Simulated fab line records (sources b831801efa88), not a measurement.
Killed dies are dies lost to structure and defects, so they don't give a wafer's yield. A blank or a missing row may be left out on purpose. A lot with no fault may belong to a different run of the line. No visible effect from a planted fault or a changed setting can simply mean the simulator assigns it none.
A lot that was struck, set against a sound lot + flow gf180mcu + 23 out of 602 route steps
Sound: these wafers, L911.1, L911.3, L911.6. Wafers struck: L896.3, L896.4, L896.5. The cause is named last.
Each step with rows lists, per side, the tool, then ch with its chambers, then its first start. Under that, the readings that differ: sound wafers + struck wafers + difference of the means + sigmas: that difference in standard deviations of wafers without a fault.
alike: readings with means less than 2 such deviations apart, plus words and numbers identical on both sides. not compared: withheld readings, readings lacking a value on some wafer, bounds such as >300 that could conceal the same value, and numbers that have no deviation in the record and whose values overlap.
The two part at a step that has a row with sigmas, a row that says differs or no value, or rows on one side only. Non-overlapping numbers with no deviation appear without sigmas and do not part them. A reading that every wafer of one side lacks parts them only if that side has two wafers or more.

first, 5 steps without rows for these wafers: GF_MVSD_COAT_02 (resist thk 3000 nm); GF_MVSD_SOFTBAKE_03; GF_MVSD_EXPOSE_04 (exposes mask MVSD, target cd 1000 nm); GF_MVSD_PEB_05; GF_MVSD_DEVELOP_06 (develop time 60 s).
GF_MVSD_OVL_MEAS_07:
  sound: overlay-01 at day 9 13:43; struck: overlay-01 at day 5 22:58
  alike: MVSD_OVL
then, 2 steps without rows for these wafers: GF_MVSD_IMPLANT_08; GF_MVSD_IMPLANT_09.
GF_MVSD_STRIP_10: strips in O2/N2.
  sound on plasma-asher-03 ch 0,1, day 9 14:03; struck on plasma-asher-02 ch 0,1, day 5 23:20
| reading                      | sound             | struck            | difference | sigmas |
|------------------------------|-------------------|-------------------|------------|--------|
| drypump-motor-current-A (A)  | 5.23 5.10 5.10    | 5.94 5.99 6.02    | +0.84      | +3     |
| strip-time-to-endpoint-s (s) | 36.72 36.78 36.81 | 37.08 37.02 37.04 | +0.28      | +2     |
  alike: chamber-pressure-mTorr, heater-power-w, oes-product-au
  not compared: rf-hours-counter-h
GF_MVSD_TW_MEAS_11:
  sound: film-metro-02 at day 9 14:09; struck: film-metro-02 at day 5 23:25
  alike: MVSD_TW
then, 2 steps without rows for these wafers: GF_MVPSD_DEHYDRATE_00 (time 60 s); GF_MVPSD_HMDS_01 (prime time 60 s).
GF_MVPSD_COAT_02: resist thk 3000 nm.
  sound on litho-track-04 ch 0, day 9 22:26; struck on litho-track-03 ch 0, day 6 06:28
| reading                                 | sound          | struck         | difference | sigmas |
|-----------------------------------------|----------------|----------------|------------|--------|
| model.coat_of_MVPSD_COAT_02.thk-nm (nm) | 3003 3005 3000 | 2725 2715 2724 | -281       |        |
  alike: exhaust-pa
then, 3 steps without rows for these wafers: GF_MVPSD_SOFTBAKE_03; GF_MVPSD_EXPOSE_04 (exposes mask MVPSD, target cd 1000 nm); GF_MVPSD_PEB_05.
GF_MVPSD_DEVELOP_06: develop time 60 s.
  sound on litho-track-04 ch 0; struck on litho-track-03 ch 0
| reading                                 | sound          | struck         | difference | sigmas |
|-----------------------------------------|----------------|----------------|------------|--------|
| model.coat_of_MVPSD_COAT_02.thk-nm (nm) | 3002 3004 2999 | 2724 2714 2723 | -281       |        |
  alike: exhaust-pa
GF_MVPSD_OVL_MEAS_07:
  sound: overlay-02 at day 10 07:29; struck: overlay-02 at day 6 13:34
  alike: MVPSD_OVL
then, 2 steps without rows for these wafers: GF_MVPSD_IMPLANT_08; GF_MVPSD_IMPLANT_09.
GF_MVPSD_STRIP_10: strips in O2/N2.
  sound on plasma-asher-04 ch 0,1, day 10 07:50; struck on plasma-asher-02 ch 0,1, day 6 13:56
| reading                      | sound             | struck            | difference | sigmas |
|------------------------------|-------------------|-------------------|------------|--------|
| strip-time-to-endpoint-s (s) | 37.01 37.03 36.95 | 33.81 33.68 33.81 | -3.23      | -44    |
  alike: chamber-pressure-mTorr, drypump-motor-current-A, heater-power-w, oes-product-au
  not compared: rf-hours-counter-h
GF_MVPSD_TW_MEAS_11:
  sound: film-metro-01 at day 10 07:56; struck: film-metro-01 at day 6 14:01
  alike: MVPSD_TW
GF_PASSIVATION_PROBE_99:
  sound wafers here have rows in the record (prober-02, day 34 16:26); struck ones have none

WHERE THEY PART
Earliest at GF_MVSD_STRIP_10; latest, in this record, at GF_PASSIVATION_PROBE_99.

WHY: whatever the simulator had introduced
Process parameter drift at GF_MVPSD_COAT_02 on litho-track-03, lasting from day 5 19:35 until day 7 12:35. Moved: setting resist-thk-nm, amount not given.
